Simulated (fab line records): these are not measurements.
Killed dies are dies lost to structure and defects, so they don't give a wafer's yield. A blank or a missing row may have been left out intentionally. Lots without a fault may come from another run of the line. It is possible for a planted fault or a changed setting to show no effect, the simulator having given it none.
Struck lot and sound lot, side by side :: flow sfqLine :: 14 steps out of a route of 325
Sound: these wafers, L557.3, L557.5, L557.6. Struck: wafers L561.3, L561.4, L561.5. Last of all comes the cause.
For every step that has rows: the tool of each side, followed by ch and its chambers, followed by its first start. Under that, the readings that differ: sound wafers :: struck wafers :: difference of the means :: sigmas: that difference in standard deviations of wafers without a fault.
alike: readings with means less than 2 such deviations apart, plus words and numbers identical on both sides. not compared: withheld readings, readings lacking a value on some wafer, bounds such as >300 that could conceal the same value, and numbers that have no deviation in the record and whose values overlap.
A row with sigmas, a row that says differs or no value, or rows on one side alone: a step with any of these is where the two part. When numbers do not overlap yet have no deviation, they are printed without sigmas and do not part them. A reading missing from all wafers of one side parts the sides only when that side holds two or more wafers.

first, 2 steps without rows for these wafers: SFQ_TRILAYER_L0_VIA_STRIP_SOLV_CLEAN_018 (cleans in NMP, time 600 s); SFQ_TRILAYER_M0_DEP_PRE_CLEAN_020 (time 15 s).
SFQ_TRILAYER_M0_DEP_SPUTTER_019: material Nb, target thk 200 nm, time 133.3 s.
  sound: pvdSputter-05 at day 11 18:56; struck: pvdSputter-05 at day 13 00:56
  alike: throttleValvePct
SFQ_M0_RS_MEAS_904: measures by four-point-probe.
  sound: filmMetro-01 at day 11 19:04; struck: filmMetro-02 at day 13 01:04
  alike: M0_NB_RS
then, 6 steps without rows for these wafers: SFQ_TRILAYER_M0_LITHO_COAT_026 (resist thk 62 nm); SFQ_TRILAYER_M0_LITHO_COAT_021 (resist thk 600 nm); SFQ_TRILAYER_M0_LITHO_SOFTBAKE_025; SFQ_TRILAYER_M0_LITHO_EXPOSE_022 (exposes mask M0, target cd 500 nm); SFQ_TRILAYER_M0_LITHO_PEB_024 (peb time 60 s); SFQ_TRILAYER_M0_LITHO_DEVELOP_023 (time 60 s).
-- the record jumps here: 5 days lie between the struck wafers' starts before and after --
SFQ_M0_OVL_MEAS_906:
  sound: overlay-02 at day 16 23:19; struck: overlay-01 at day 18 08:55
  alike: M0_OVL
SFQ_TRILAYER_M0_BARC_OPEN_METAL_ETCH_031: etches BARC in O2, target depth 125 nm, time 41.7 s.
  sound on rieMetal-04 ch 0,1, day 16 23:21; struck on rieMetal-03 ch 0,1, day 18 08:57
reading: model.KrF_of_TRILAYER_M0_LITHO_COAT_021.thkNm (nm)
sound: 520.1 521.5 521.2
struck: 527.5 531 528.6
difference: +8.1
sigmas: 
  alike: drypumpMotorCurrentA, oesProductAu
  not compared: rfHoursCounterH
SFQ_TRILAYER_M0_ETCH_METAL_ETCH_024: etches Nb in Cl2/Ar, stops on SiO2, target depth 240 nm, time 120 s.
  sound on rieMetal-04 ch 0,1, day 16 23:26; struck on rieMetal-03 ch 0,1, day 18 09:02
reading: model.KrF_of_TRILAYER_M0_LITHO_COAT_021.thkNm (nm)
sound: 382.8 380.7 381.2
struck: 387.1 390 386.6
difference: +6.3
sigmas: 
  alike: drypumpMotorCurrentA, oesProductAu
  not compared: rfHoursCounterH
SFQ_TRILAYER_M0_STRIP_STRIP_025: strips in O2.
  sound on rieMetal-04 ch 0,1, day 16 23:43; struck on rieMetal-03 ch 0,1, day 18 09:19
reading: oesProductAu (a.u.)
sound: 0.980 0.983 0.990
struck: 1.003 1.001 1.003
difference: +0.018
sigmas: +2
  alike: drypumpMotorCurrentA, platenTempC
  not compared: rfHoursCounterH

== WHERE THEY PART ==
SFQ_TRILAYER_M0_STRIP_STRIP_025 only, going by this record.

WHY: whatever the simulator had introduced
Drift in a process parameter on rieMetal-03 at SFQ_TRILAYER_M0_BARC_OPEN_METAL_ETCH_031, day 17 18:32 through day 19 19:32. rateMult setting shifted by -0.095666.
